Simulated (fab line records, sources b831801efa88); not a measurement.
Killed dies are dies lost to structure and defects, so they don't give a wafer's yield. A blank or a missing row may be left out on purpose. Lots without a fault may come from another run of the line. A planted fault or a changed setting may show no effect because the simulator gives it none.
Which tool did it? | flow sky130 | 12 lots, 36 wafers sampled, at 2 steps of a route of 708

WHAT THE GAUGES READ, wafer by wafer
SKY_VIA2_BOW_MEAS_03.
lot  | measured     | on            | VIA2_BOW (um)
L746 | day 34 14:43 | film_metro-04 | 84 84 82
L747 | day 35 13:59 | film_metro-02 | 91 91 80
L749 | day 36 16:30 | film_metro-04 | 87 94 94
L752 | day 38 03:09 | film_metro-04 | 93 84 87
L753 | day 38 08:17 | film_metro-03 | 92 80 81
L758 | day 40 05:08 | film_metro-04 | 83 87 77
L759 | day 40 02:47 | film_metro-03 | 65 77 82
L760 | day 40 07:23 | film_metro-03 | 91 88 74
L761 | day 40 10:31 | film_metro-03 | 93 98 85
L763 | day 40 10:52 | film_metro-02 | 101 84 91
L764 | day 40 14:05 | film_metro-02 | 77 80 88
L766 | day 41 12:23 | film_metro-03 | 95 87 93

WHICH TOOL RAN EACH LOT (tool, then ch and the chambers of the sampled wafers, then the start)
lot  | SKY_DNWELL_STRIP_08
L746 | plasma_asher-04 ch 0,1, day 3 01:08
L747 | plasma_asher-04 ch 1, day 3 14:29
L749 | plasma_asher-03 ch 0,1, day 4 06:08
L752 | plasma_asher-01 ch 1, day 5 01:20
L753 | plasma_asher-01 ch 0,1, day 5 07:17
L758 | plasma_asher-01 ch 1, day 5 23:32
L759 | plasma_asher-04 ch 0,1, day 6 04:50
L760 | plasma_asher-01 ch 0,1, day 6 10:29
L761 | plasma_asher-01 ch 0,1, day 6 15:29
L763 | plasma_asher-01 ch 0, day 7 01:53
L764 | plasma_asher-01 ch 0,1, day 7 05:01
L766 | plasma_asher-01 ch 0,1, day 7 16:59
- SKY_DNWELL_STRIP_08: strips in O2/N2.

WHAT THE TOOLS THEMSELVES READ (means of the sampled wafers that have a number; where no wafer has one, the mark that the record gives instead)
SKY_DNWELL_STRIP_08.
lot  | tool            | drypump_motor_current_A (A) | oes_product_au (a.u.) | strip_time_to_endpoint_s (s)
L746 | plasma_asher-04 | 6.1                         | 0.721                 | 37.07
L747 | plasma_asher-04 | 6.1                         | 0.722                 | 36.83
L749 | plasma_asher-03 | 5.7                         | 0.724                 | 37.07
L752 | plasma_asher-01 | 5.0                         | 0.719                 | 37.02
L753 | plasma_asher-01 | 5.5                         | 0.720                 | 37.01
L758 | plasma_asher-01 | 4.9                         | 0.722                 | 37.00
L759 | plasma_asher-04 | 6.2                         | 0.721                 | 36.87
L760 | plasma_asher-01 | 5.4                         | 0.728                 | 36.92
L761 | plasma_asher-01 | 5.2                         | 0.722                 | 36.86
L763 | plasma_asher-01 | 5.8                         | 0.718                 | 36.96
L764 | plasma_asher-01 | 5.2                         | 0.724                 | 36.98
L766 | plasma_asher-01 | 5.4                         | 0.725                 | 37.07

THE ANSWER, worked out from the rows above alone
Rule: what is usual is taken from the lots themselves. Put in order of their means at a reading, lots are off if they are a third of the lots or fewer, leave a main group of 4 or more, and stand apart from it by a gap of 3 or more times the standard deviation of the main group's means; of several such gaps the widest counts. A main group whose means are all the same, to the digits that the tables above print for the reading, isn't used. A lot without any number at a reading at which 4 lots or more have one is off too. The other lots that the step has rows for count as sound. The gauges are gone through in route order, then the tools' own readings, and for those a lot's mean is taken as printed above. The first step at which some lot is off is used, and at that step the reading that is off furthest; a lot without a number counts as furthest.
No lot is off at any reading shown: from this, nothing can be told.

WHAT THE SIMULATOR HAD PUT IN
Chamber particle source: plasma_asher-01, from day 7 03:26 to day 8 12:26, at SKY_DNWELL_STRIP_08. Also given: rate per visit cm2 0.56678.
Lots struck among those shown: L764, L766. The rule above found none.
